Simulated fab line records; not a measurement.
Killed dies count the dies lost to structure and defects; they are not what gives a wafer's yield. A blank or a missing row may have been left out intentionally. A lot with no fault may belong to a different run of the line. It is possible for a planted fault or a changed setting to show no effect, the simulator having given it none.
Chamber matching | flow sky130 | SKY_METAL3_ETCH_17 on rie_diel-02 has 4 sister chambers
The step etches SiO2 in C4F8/O2/Ar, stops on TiN, time 3.9 s, target depth 15 nm. 4 wafers are shown with their chamber, then 11 later ones without.

## WAFERS PAIRED WITH THEIR CHAMBERS
wafer  | chamber | oes_product_au (a.u.)
L089.1 | 2       | 0.735
L089.3 | 3       | 0.740
L091.6 | 0       | 0.752
L092.1 | 1       | 0.748

## WAFERS WHOSE CHAMBER IS MISSING
wafer  | oes_product_au (a.u.)
L092.2 | 0.759
L092.3 | 0.745
L092.4 | 0.765
L092.5 | 0.749
L092.6 | 0.767
L094.3 | 0.755
L094.4 | 0.749
L094.5 | 0.752
L097.1 | 0.758
L097.3 | 0.741
L097.4 | 0.763

## THE CHAMBER EACH PASSED THROUGH
wafer  | from the rows above               | in truth
L092.2 | can't be placed: 0 or 1 or 3      | 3
L092.3 | can't be placed: 1 or 3 or 0 or 2 | 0
L092.4 | can't be placed: 0 or 1 or 3      | 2
L092.5 | can't be placed: 1 or 0 or 3 or 2 | 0
L092.6 | can't be placed: 0 or 1 or 3      | 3
L094.3 | can't be placed: 0 or 1 or 3      | 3
L094.4 | can't be placed: 1 or 0 or 3 or 2 | 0
L094.5 | can't be placed: 0 or 1 or 3      | 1
L097.1 | can't be placed: 0 or 1 or 3      | 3
L097.3 | can't be placed: 3 or 2 or 1 or 0 | 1
L097.4 | can't be placed: 0 or 1 or 3      | 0
0 of 11 placed correctly. Unplaceable from these rows: 11, with the true chamber sitting among the candidates in 10. Number placed wrongly: 0.
How it was worked out, from the rows above alone: a wafer's distance from a chamber is the root of the sum, over the readings, of the square of ((its reading less the chamber's mean) divided by the reading's scatter). If the next closest chamber is less than 2 further off than the closest, the wafer can't be placed; otherwise it belongs to the closest. The mean given for a chamber averages the wafers shown for that chamber. The scatter: root of mean squared gap, hidden wafer to nearest shown wafer, with one shown wafer a chamber.
